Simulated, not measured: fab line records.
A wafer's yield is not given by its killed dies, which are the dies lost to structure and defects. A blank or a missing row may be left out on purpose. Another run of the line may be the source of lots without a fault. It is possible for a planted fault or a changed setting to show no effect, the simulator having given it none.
Chamber matching	flow gf180mcu	GF_CONTACT_CMP_04 on cmp-01: 4 sister chambers
The step polishes SiO2. 16 wafers are shown with their chamber, then 8 later ones without.

## WAFERS, EACH WITH ITS CHAMBER
wafer	chamber	motor-current-A (A)	time-to-endpoint-s (s)
L904.2	2	14.6	112
L904.5	1	12.6	112
L904.6	2	14.9	116
L907.1	3	11.8	114
L907.3	1	12.3	105
L907.6	0	13.6	110
L911.1	0	13.6	108
L911.2	2	14.1	101
L911.6	0	13.8	115
L918.1	0	14.0	109
L918.2	2	14.3	106
L918.6	2	13.7	117
L922.2	0	13.8	105
L922.3	3	11.8	113
L922.4	1	12.9	119
L923.3	2	14.3	106

SIGNATURES (averages over the wafers above)
reading	chamber 0	chamber 1	chamber 2	chamber 3	scatter within a chamber
motor-current-A	13.760	12.600	14.317	11.800	0.308
time-to-endpoint-s	109.40	112.00	109.67	113.50	5.42
Rule: distance of a wafer from a chamber = root of the sum over the readings of ((wafer's reading minus chamber's mean) / reading's scatter) squared. If the next closest chamber is less than 2 further off than the closest, the wafer can't be placed; otherwise it belongs to the closest. The scatter: take each reading less its chamber's mean, square it, sum over the shown wafers, divide by the number of wafers less the number of chambers, and take the root.

## WAFERS WITH NO CHAMBER GIVEN
wafer	motor-current-A (A)	time-to-endpoint-s (s)
L923.5	12.5	112
L923.6	13.4	109
L927.2	13.4	106
L927.3	12.0	107
L927.6	13.8	114
L926.3	14.8	107
L926.4	13.4	116
L926.5	11.2	114

## WHICH CHAMBER EACH ONE RAN IN
wafer	from the rows above	in truth
L923.5	can't be placed: 1 or 3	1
L923.6	can't be placed: 0 or 1 or 2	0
L927.2	can't be placed: 0 or 1 or 2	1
L927.3	can't be placed: 3 or 1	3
L927.6	can't be placed: 0 or 2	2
L926.3	can't be placed: 2 or 0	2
L926.4	can't be placed: 0 or 1 or 2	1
L926.5	3	3
Placed correctly: 1 of 8. Can't be placed from these rows: 7 (the true chamber is among the candidates in 7). 0 placed wrongly.
